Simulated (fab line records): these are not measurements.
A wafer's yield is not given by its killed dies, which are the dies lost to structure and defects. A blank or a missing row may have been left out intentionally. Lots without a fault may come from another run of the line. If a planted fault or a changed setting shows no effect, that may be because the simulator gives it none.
fab line records	flow sky130
record lots=5	wafers=15	last-day=50
route steps=708 shown VIA1@475 METAL2@483 PAD_OPEN@708
lots with no fault: from the same line, run without faults
start-h: the number of hours between the record's first day and the start of the first shown wafer of the lot	wait-h: hours since the lot's step before	" identical to the entry in the row above	L1.1+2: a single row standing in for several wafers	- value missing, or start not given	* or withheld: withheld	< > ~ a bound
route shown NAME@n: names a module that has steps shown in the file, with the first one's number in the route	usual: the fault-free wafers' mean and standard deviation	same: alike in all rows	chamber/n: place in a boat	sites: readings site by site	_std_site: how widely they spread, as a standard deviation	_edge_site: the outer-site mean with the inner-site mean subtracted	radius-mm: how far each site lies from the wafer's centre	mask NAME#n: copy n	behind: tool/chamber where the wafer was last shaped	hold: why the lot went on hold/how many hours it stayed there/how the hold came to an end	device: the n, p or np transistor that did not switch	end of line: the tests these same wafers got at the end of their route	step lacking rows: just its recipe	killed: not the wafer's yield, but the dies lost to structure and defects at the first sort	map: a wafer's dies, x killed, . not, _ none there
set.NAME: the run value of the setting; set.NAME@STEP: its run value at that earlier step	model.NAME: the simulator's own value behind a step, which no gauge read
lots at selected steps of the route; one table per step, one row per wafer
services: the hour from which a tool's chamber was out of use, counted from the record's first day as start-h (under 0 if before that day), plus the number of hours and why
## steps
# step SKY_VIA1_STRIP_17
# recipe chemistry=post-etch-residue-remover	time-s=1200	temp-c=72.5
# step SKY_VIA1_CLEAN_18
# recipe chemistry=IPA	time-s=180	temp-c=25
# step SKY_VIA1_CLEAN_19
# recipe chemistry=O3/DIW	dry=n2-spin
# step SKY_VIA1_SPUTTER_20
# recipe material=TiN	target-thk-nm=20	chamber-pressure-pa=5	power-w=4000	time-s=80
# usual chamber-pressure-pa=5.001/0.0099	throttle-valve-pct=30.1/1.1
lot.wafer	tool	chamber	start-h	wait-h	chamber-pressure-pa	throttle-valve-pct
L892.4	pvd-sputter-01	-	816.10	0.0	5.011	29.5
L892.5	"	-	"	"	5.004	30.2
L892.6	"	-	"	"	4.987	28.4
L895.1	pvd-sputter-02	-	832.29	0.0	5.007	30.1
L895.2	"	-	"	"	4.995	28.4
L895.4	"	-	"	"	5.019	31.4
L909.1	pvd-sputter-02	-	929.43	0.0	5.012	31.2
L909.4	"	-	"	"	4.985	29.8
L909.5	"	-	"	"	5.007	28.7
L910.1	pvd-sputter-02	-	940.95	0.0	5.004	28.4
L910.5	"	-	"	"	4.995	28.3
L910.6	"	-	"	"	4.990	31.6
L911.1	pvd-sputter-02	-	947.50	0.0	5.001	28.4
L911.3	"	-	"	"	4.991	30.0
L911.4	"	-	"	"	4.975	30.9
# step SKY_VIA1_CVD_21
# recipe material=W	target-thk-nm=270	time-s=80.902	temp-c=400	pressure-torr=40
# step SKY_VIA1_RS_MEAS_22
# recipe thk-meas-gauge=four-point-probe	reads=W_of_VIA1_CVD_21+TiN_of_VIA1_SPUTTER_20
# usual VIA1_W_RS=0.425/0.0052
lot.wafer	tool	chamber	start-h	wait-h	VIA1_W_RS[ohm/sq]
L892.4	film-metro-03	-	816.31	0.1	0.420
L892.5	"	-	"	"	0.421
L892.6	"	-	"	"	0.427
L895.1	film-metro-03	-	832.44	0.1	0.421
L895.2	"	-	"	"	0.430
L895.4	"	-	"	"	0.431
L909.1	film-metro-04	-	929.58	0.1	0.427
L909.4	"	-	"	"	0.422
L909.5	"	-	"	"	0.421
L910.1	film-metro-03	-	941.10	0.1	0.420
L910.5	"	-	"	"	0.422
L910.6	"	-	"	"	0.423
L911.1	film-metro-03	-	947.65	0.1	0.421
L911.3	"	-	"	"	0.423
L911.4	"	-	"	"	0.429
# step SKY_VIA1_THK_MEAS_23
# recipe thk-meas-gauge=xrf	reads=W_of_VIA1_CVD_21
# usual VIA1_W_THK=266/3.4
lot.wafer	tool	chamber	start-h	wait-h	VIA1_W_THK[nm]
L892.4	film-metro-03	-	816.40	0.1	270
L892.5	"	-	"	"	269
L892.6	"	-	"	"	266
L895.1	film-metro-03	-	832.56	0.1	267
L895.2	"	-	"	"	263
L895.4	"	-	"	"	264
L909.1	film-metro-04	-	929.70	0.1	265
L909.4	"	-	"	"	267
L909.5	"	-	"	"	270
L910.1	film-metro-03	-	941.22	0.1	267
L910.5	"	-	"	"	267
L910.6	"	-	"	"	267
L911.1	film-metro-03	-	947.77	0.1	267
L911.3	"	-	"	"	267
L911.4	"	-	"	"	263
# step SKY_VIA1_CMP_24
# recipe stop-on=SiO2	t-overpolish-s=15	down-force-psi=3.5	platen-rpm=60	target-thk-nm=0	pad-velocity-m-s=0.94248
# usual motor-current-A=11.3/1.2	overpolish-run-s=15.000/0.0091	time-to-endpoint-s=66/4.5
lot.wafer	tool	chamber	start-h	wait-h	motor-current-A	overpolish-run-s	time-to-endpoint-s
L892.4	cmp-02	0	816.58	0.2	11.2	15.005	63
L892.6	"	1	"	"	12.1	15.006	62
L892.5	"	2	"	"	10.7	14.991	67
L895.1	cmp-02	3	832.62	0.1	11.4	15.006	60
L895.4	"	0	"	"	10.7	14.984	62
L895.2	"	1	"	"	12.7	14.991	60
L909.4	cmp-02	1	930.03	0.3	11.9	15.018	63
L909.1	"	2	"	"	11.5	15.002	68
L909.5	"	3	"	"	11.6	15.000	64
L910.1	cmp-01	0	941.33	0.1	13.0	14.998	65
L910.5	"	3	"	"	9.0	15.007	59
L910.6	"	0	"	"	13.4	14.998	66
L911.1	cmp-02	1	947.88	0.1	11.8	14.996	68
L911.4	"	2	"	"	11.1	15.000	71
L911.3	"	3	"	"	11.2	15.010	70
# step SKY_METAL2_SPUTTER_00
# recipe material=Ti	target-thk-nm=15	power-w=3000	time-s=10	chamber-pressure-pa=0.4
# usual chamber-pressure-pa=0.3999/0.00074	throttle-valve-pct=30.2/1.2
lot.wafer	tool	chamber	start-h	wait-h	chamber-pressure-pa	throttle-valve-pct
L892.4	pvd-sputter-03	-	816.73	0.1	0.4008	29.0
L892.5	"	-	"	"	0.4000	29.0
L892.6	"	-	"	"	0.4006	28.8
L895.1	pvd-sputter-01	-	832.92	0.2	0.3993	29.8
L895.2	"	-	"	"	0.3999	28.3
L895.4	"	-	"	"	0.4006	32.3
L909.1	pvd-sputter-03	-	930.23	0.1	0.4004	32.0
L909.4	"	-	"	"	0.4006	28.9
L909.5	"	-	"	"	0.3997	31.6
L910.1	pvd-sputter-04	-	941.58	0.2	0.3997	30.1
L910.5	"	-	"	"	0.4000	30.7
L910.6	"	-	"	"	0.3997	30.9
L911.1	pvd-sputter-04	-	948.13	0.2	0.4004	30.8
L911.3	"	-	"	"	0.3987	29.8
L911.4	"	-	"	"	0.4001	29.5
# step SKY_METAL2_SPUTTER_01
# recipe material=TiN	target-thk-nm=20	power-w=6500	time-s=16.7	chamber-pressure-pa=0.4
# step SKY_METAL2_SPUTTER_02
# recipe material=AlCu	target-thk-nm=250	power-w=10600	time-s=13.3	chamber-pressure-pa=0.4
# usual chamber-pressure-pa=0.4000/0.00086	throttle-valve-pct=30.2/1.2
lot.wafer	tool	chamber	start-h	wait-h	chamber-pressure-pa	throttle-valve-pct
L892.4	pvd-sputter-03	-	816.78	0.0	0.4001	28.7
L892.5	"	-	"	"	0.4003	29.0
L892.6	"	-	"	"	0.4000	28.8
L895.1	pvd-sputter-01	-	832.97	0.0	0.4007	30.2
L895.2	"	-	"	"	0.3997	28.3
L895.4	"	-	"	"	0.3999	31.9
L909.1	pvd-sputter-03	-	930.28	0.0	0.3996	31.9
L909.4	"	-	"	"	0.3998	29.1
L909.5	"	-	"	"	0.4002	31.5
L910.1	pvd-sputter-04	-	941.63	0.0	0.4005	29.8
L910.5	"	-	"	"	0.3991	30.9
L910.6	"	-	"	"	0.3988	30.8
L911.1	pvd-sputter-04	-	948.18	0.0	0.3983	30.8
L911.3	"	-	"	"	0.4005	29.9
L911.4	"	-	"	"	0.4002	29.1
# step SKY_METAL2_SPUTTER_03
# recipe material=Ti	target-thk-nm=5	power-w=3000	time-s=3.3	chamber-pressure-pa=0.4
# step SKY_METAL2_SPUTTER_04
# recipe material=TiN	target-thk-nm=70	power-w=6500	time-s=58.3	chamber-pressure-pa=0.4
# usual chamber-pressure-pa=0.4000/0.00074	throttle-valve-pct=30.2/1.2
lot.wafer	tool	chamber	start-h	wait-h	chamber-pressure-pa	throttle-valve-pct	model.TiN_of_METAL2_SPUTTER_04.thk-nm
L892.4	pvd-sputter-03	-	816.82	0.0	0.3983	28.9	68.67
L892.5	"	-	"	"	0.3989	28.8	68.93
L892.6	"	-	"	"	0.3989	28.7	68.99
L895.1	pvd-sputter-01	-	833.01	0.0	0.3998	30.3	70.95
L895.2	"	-	"	"	0.3998	28.2	71.49
L895.4	"	-	"	"	0.4011	31.8	69.94
L909.1	pvd-sputter-03	-	930.32	0.0	0.4000	31.9	69.71
L909.4	"	-	"	"	0.4010	28.9	73.99
L909.5	"	-	"	"	0.4007	31.2	70.36
L910.1	pvd-sputter-04	-	941.67	0.0	0.4001	29.6	71.81
L910.5	"	-	"	"	0.3990	30.5	68.57
L910.6	"	-	"	"	0.3987	30.9	70.04
L911.1	pvd-sputter-04	-	948.22	0.0	0.3996	30.9	70.72
L911.3	"	-	"	"	0.4000	29.8	71.3
L911.4	"	-	"	"	0.4008	29.3	69.65
# step SKY_METAL2_RS_MEAS_05
# recipe thk-meas-gauge=four-point-probe	reads=TiN_of_METAL2_SPUTTER_04+Ti_of_METAL2_SPUTTER_03+AlCu_of_METAL2_SPUTTER_02+TiN_of_METAL2_SPUTTER_01+Ti_of_METAL2_SPUTTER_00
# usual METAL2_ALCU_RS=0.1266/0.0016
lot.wafer	tool	chamber	start-h	wait-h	METAL2_ALCU_RS[ohm/sq]
L892.4	film-metro-02	-	816.93	0.1	0.1272
L892.5	"	-	"	"	0.1273
L892.6	"	-	"	"	0.1264
L895.1	film-metro-03	-	833.06	0.0	0.1250
L895.2	"	-	"	"	0.1251
L895.4	"	-	"	"	0.1266
L909.1	film-metro-02	-	930.37	0.0	0.1262
L909.4	"	-	"	"	0.1280
L909.5	"	-	"	"	0.1273
L910.1	film-metro-04	-	941.72	0.0	0.1271
L910.5	"	-	"	"	0.1253
L910.6	"	-	"	"	0.1270
L911.1	film-metro-03	-	948.27	0.0	0.1274
L911.3	"	-	"	"	0.1269
L911.4	"	-	"	"	0.1289
# step SKY_METAL2_THK_MEAS_06
# recipe thk-meas-gauge=xrf	reads=AlCu_of_METAL2_SPUTTER_02
# usual METAL2_ALCU_THK=249/3.4
lot.wafer	tool	chamber	start-h	wait-h	METAL2_ALCU_THK[nm]
L892.4	film-metro-02	-	817.02	0.1	249
L892.5	"	-	"	"	248
L892.6	"	-	"	"	250
L895.1	film-metro-03	-	833.18	0.1	252
L895.2	"	-	"	"	252
L895.4	"	-	"	"	249
L909.1	film-metro-02	-	930.49	0.1	252
L909.4	"	-	"	"	244
L909.5	"	-	"	"	248
L910.1	film-metro-04	-	941.84	0.1	246
L910.5	"	-	"	"	251
L910.6	"	-	"	"	248
L911.1	film-metro-03	-	948.39	0.1	247
L911.3	"	-	"	"	246
L911.4	"	-	"	"	243
# step SKY_METAL2_DEHYDRATE_07
# recipe temp-c=200	time-s=60
# step SKY_METAL2_HMDS_08
# recipe prime-time-s=60	prime-temp-c=120
# step SKY_METAL2_COAT_09
# recipe resist=BARC	temp-c=withheld	time-s=withheld	spin-rpm=3000	resist-thk-nm=60
# step SKY_METAL2_COAT_10
# recipe resist=KrF-thick	spin-rpm=3000	resist-thk-nm=450
# step SKY_METAL2_SOFTBAKE_11
# recipe temp-c=101	time-s=90	resist=KrF-thick
# step SKY_METAL2_EXPOSE_12
# recipe mask-id=MM2	na=0.8	source-shape=annular	sigma-inner=0.55	sigma-outer=0.85	target-cd-nm=140	dose-mj=28
# step SKY_METAL2_PEB_13
# recipe peb-temp-c=withheld	peb-time-s=withheld	resist=KrF-thick
# step SKY_METAL2_DEVELOP_14
# recipe develop-time-s=58.2	resist=KrF-thick	dev-temp-c=21
# step SKY_METAL2_CD_MEAS_15
# recipe target-cd-nm=140
# usual cd-nm=139.7/1.1
lot.wafer	tool	chamber	start-h	wait-h	cd-nm
L892.4	cd-sem-02	-	843.25	-	140.8
L892.5	"	-	"	"	139.8
L892.6	"	-	"	"	140.3
L895.1	cd-sem-02	-	859.39	-	139.9
L895.2	"	-	"	"	140.0
L895.4	"	-	"	"	138.9
L909.1	cd-sem-01	-	954.60	-	139.5
L909.4	"	-	"	"	140.0
L909.5	"	-	"	"	138.8
L910.1	cd-sem-02	-	965.98	-	140.8
L910.5	"	-	"	"	140.3
L910.6	"	-	"	"	140.9
L911.1	cd-sem-01	-	972.80	-	141.0
L911.3	"	-	"	"	141.1
L911.4	"	-	"	"	140.8
# step SKY_METAL2_OVL_MEAS_16
# usual METAL2_OVL=0/5.8
lot.wafer	tool	chamber	start-h	wait-h	METAL2_OVL[nm]
L892.4	overlay-01	-	843.33	0.1	4
L892.5	"	-	"	"	-3
L892.6	"	-	"	"	1
L895.1	overlay-02	-	859.51	0.1	0
L895.2	"	-	"	"	-7
L895.4	"	-	"	"	-2
L909.1	overlay-01	-	954.72	0.1	-1
L909.4	"	-	"	"	-4
L909.5	"	-	"	"	-9
L910.1	overlay-01	-	966.10	0.1	-5
L910.5	"	-	"	"	-2
L910.6	"	-	"	"	-13
L911.1	overlay-01	-	972.92	0.1	-3
L911.3	"	-	"	"	4
L911.4	"	-	"	"	0
# step SKY_METAL2_DESCUM_17
# recipe chemistry=O2	source-power-w=150	bias-power-w=0	pressure-mtorr=10	temp-c=40	time-s=8
# usual drypump-motor-current-A=5.6/0.49	oes-product-au=0.999/0.017
lot.wafer	tool	chamber	start-h	wait-h	drypump-motor-current-A	oes-product-au	rf-hours-counter-h
L892.4	rie-metal-03	1	843.38	0.0	6.5	0.999	-
L892.5	"	1	"	"	6.5	0.983	-
L892.6	"	1	"	"	6.5	0.999	-
L895.1	rie-metal-02	0	859.55	0.0	5.2	0.993	11
L895.2	"	1	"	"	5.9	0.975	10
L895.4	"	1	"	"	5.9	0.978	-
L909.1	rie-metal-02	1	954.75	0.0	6.0	0.990	15
L909.4	"	0	"	"	5.2	1.002	-
L909.5	"	1	"	"	5.9	0.985	-
L910.1	rie-metal-03	0	966.14	0.0	5.7	0.996	5
L910.5	"	1	"	"	6.5	0.986	-
L910.6	"	0	"	"	5.6	0.980	-
L911.1	rie-metal-01	1	972.95	0.0	5.6	1.034	15
L911.3	"	1	"	"	5.6	1.018	-
L911.4	"	0	"	"	5.0	1.012	-
# step SKY_METAL2_ETCH_18
# recipe chemistry=N2/H2	target=BARC	ion-energy-ev=200	bias-w=100	pressure-mtorr=30	n2-flow-sccm=100	h2-flow-sccm=200	icp-w=500	stop-on=SiO2	time-s=45.9	target-depth-a=600
# step SKY_METAL2_METAL_ETCH_19
# recipe target-depth-a=3600	stop-on=SiO2	over-etch-frac=0.3	time-s=78	chemistry=Cl2/BCl3	resist-sidewall-deg=88	pressure-mtorr=10	icp-w=900	bias-w=48.5	Cl2_flow_sccm=60	bcl3-flow-sccm=30
# step SKY_METAL2_STRIP_20
# recipe chemistry=O2/N2	power-w=1400	pressure-mtorr=1500	platen-temp-c=withheld	o2-flow-sccm=3000	n2-flow-sccm=300	overash-fraction=0.5
# step SKY_METAL2_STRIP_21
# recipe chemistry=post-etch-residue-remover	time-s=1200	temp-c=72.5
# usual bath-guard-temp-C=72.7/0.5
lot.wafer	tool	chamber	start-h	wait-h	bath-guard-temp-C	model.TiN_of_METAL2_SPUTTER_04.thk-nm
L892.4	wet-bench-04	1	843.82	0.0	73.4	68.25
L892.5	"	1	"	"	73.4	68.5
L892.6	"	1	"	"	73.1	68.57
L895.1	wet-bench-03	1	859.84	0.1	72.9	70.52
L895.2	"	1	"	"	73.3	71.06
L895.4	"	1	"	"	73.3	69.51
L909.1	wet-bench-04	0	955.04	0.1	72.0	69.28
L909.4	"	0	"	"	72.3	73.57
L909.5	"	0	"	"	72.3	69.93
L910.1	wet-bench-01	0	966.42	0.1	72.6	71.39
L910.5	"	0	"	"	72.2	68.15
L910.6	"	0	"	"	72.7	69.62
L911.1	wet-bench-03	3	973.24	0.1	73.2	70.3
L911.3	"	3	"	"	73.1	70.89
L911.4	"	3	"	"	73.5	69.23
# step SKY_METAL2_CLEAN_22
# recipe chemistry=IPA	time-s=180	temp-c=25
# step SKY_PAD_OPEN_PROBE_99
# usual defect-limited-yield=82.4/2	killed_at_M0_to_M3=42/6.8	killed_at_M4_up=3.4/1.8	killed-at-contacts=25/5.7	killed-at-front-end=16/4.8	killed-at-other=0.2/0.39	killed-dies=87/9.6	killed-open=47/6.9	killed-short=40/6.3	sort_bin_3_pad_short=0.9/0.45	sort_bin_5_function=10.4/1.5	sort_bin_6_memory=6.3/1.1	sort-n-pass=405/9.6	sort-yield-pct=82.4/2
# same gross-dies=492	killed-at-back-side=0	sort_bin_4_leakage[%]=0	sort_bin_8_speed[%]=0
lot.wafer	tool	chamber	start-h	wait-h	defect-limited-yield[%]	killed_at_M0_to_M3	killed_at_M4_up	killed-at-contacts	killed-at-front-end	killed-at-other	killed-dies	killed-open	killed-short	sort_bin_3_pad_short[%]	sort_bin_5_function[%]	sort_bin_6_memory[%]	sort-n-pass	sort-yield-pct[%]
L895.1	prober-01	-	1107.43	0.1	84.6	33	1	24	18	0	76	33	43	0.8	8.5	6.1	416	84.6
L895.2	prober-01	-	1107.48	0.1	80.3	54	3	22	18	0	97	56	41	0.2	11.4	8.1	395	80.3
L895.4	prober-01	-	1107.58	0.2	80.3	52	5	17	23	0	97	54	43	1.4	9.8	8.5	395	80.3
# killed by level:class
L895.1 CONTACT:geometric-particle:open=7 VIA1:geometric-particle:short=6 VIA1:geometric-particle:open=6 VIA2:geometric-particle:open=5 VIA2:geometric-particle:short=5 POLY_GATE:geometric-particle:short=4 LI_CONTACT:geometric-particle:open=4 LI_CONTACT:geometric-particle:short=4
L895.2 VIA1:geometric-particle:open=15 CONTACT:geometric-particle:open=11 VIA2:geometric-particle:open=9 VIA3:geometric-particle:open=8 FIELD_ISO:geometric-particle:short=7 VIA1:geometric-particle:short=6 METAL1:geometric-particle:short=5 METAL2:geometric-particle:short=5
L895.4 FIELD_ISO:geometric-particle:open=10 VIA3:geometric-particle:open=10 VIA2:geometric-particle:open=7 VIA1:geometric-particle:open=7 POLY_GATE:geometric-particle:short=6 LI_CONTACT:geometric-particle:open=6 METAL1:geometric-particle:short=5 METAL2:geometric-particle:short=5
## services
tool	chamber	start-h	hours	kind
cmp-01	-	793.39	4.0	pm
rie-metal-01	-	798.21	28.1	pm
wet-bench-03	-	798.88	5.4	repair
pvd-sputter-01	-	809.19	6.6	repair
cmp-02	-	849.64	0.9	repair
rie-metal-02	-	850.68	2.8	pm
rie-metal-02	-	861.81	0.9	repair
rie-metal-01	1	868.39	1.6	repair
pvd-sputter-03	0	872.01	-	consumable-replace:kit
pvd-sputter-03	0	872.01	18.0	scheduled-down
pvd-sputter-03	0	872.01	18.0	vent-cycle
rie-metal-02	-	872.82	1.4	pm
pvd-sputter-04	-	879.10	2.1	repair
pvd-sputter-04	3	883.22	-	consumable-replace:kit
pvd-sputter-04	3	883.22	18.0	scheduled-down
pvd-sputter-04	3	883.22	18.0	vent-cycle
cmp-02	-	911.36	7.0	pm
cmp-02	-	918.36	5.7	pm
cmp-02	-	924.04	4.0	pm
pvd-sputter-01	-	924.37	6.0	repair
cmp-01	-	928.04	5.0	pm
pvd-sputter-02	-	931.45	1.9	repair
pvd-sputter-01	-	941.47	0.8	repair
pvd-sputter-02	-	966.21	5.3	repair
## key
first-sign none at tools or gauges
model-effect step=SKY_METAL2_SPUTTER_04	value=TiN_of_METAL2_SPUTTER_04.thk-nm	without=69.71	struck=73.99
model-effect step=SKY_METAL2_STRIP_21	value=TiN_of_METAL2_SPUTTER_04.thk-nm	without=69.28	struck=73.57
met-at SKY_METAL2_SPUTTER_04
struck-wafers L909.4
onset-between 816.82 930.32
fault kind=process-parameter-drift	tool=pvd-sputter-03	chamber=-	onset-h=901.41	steps=SKY_METAL2_SPUTTER_04	channel=time-s	offset=*	shape=step	acts-in=*	stated=*	scope=struck-wafers-only
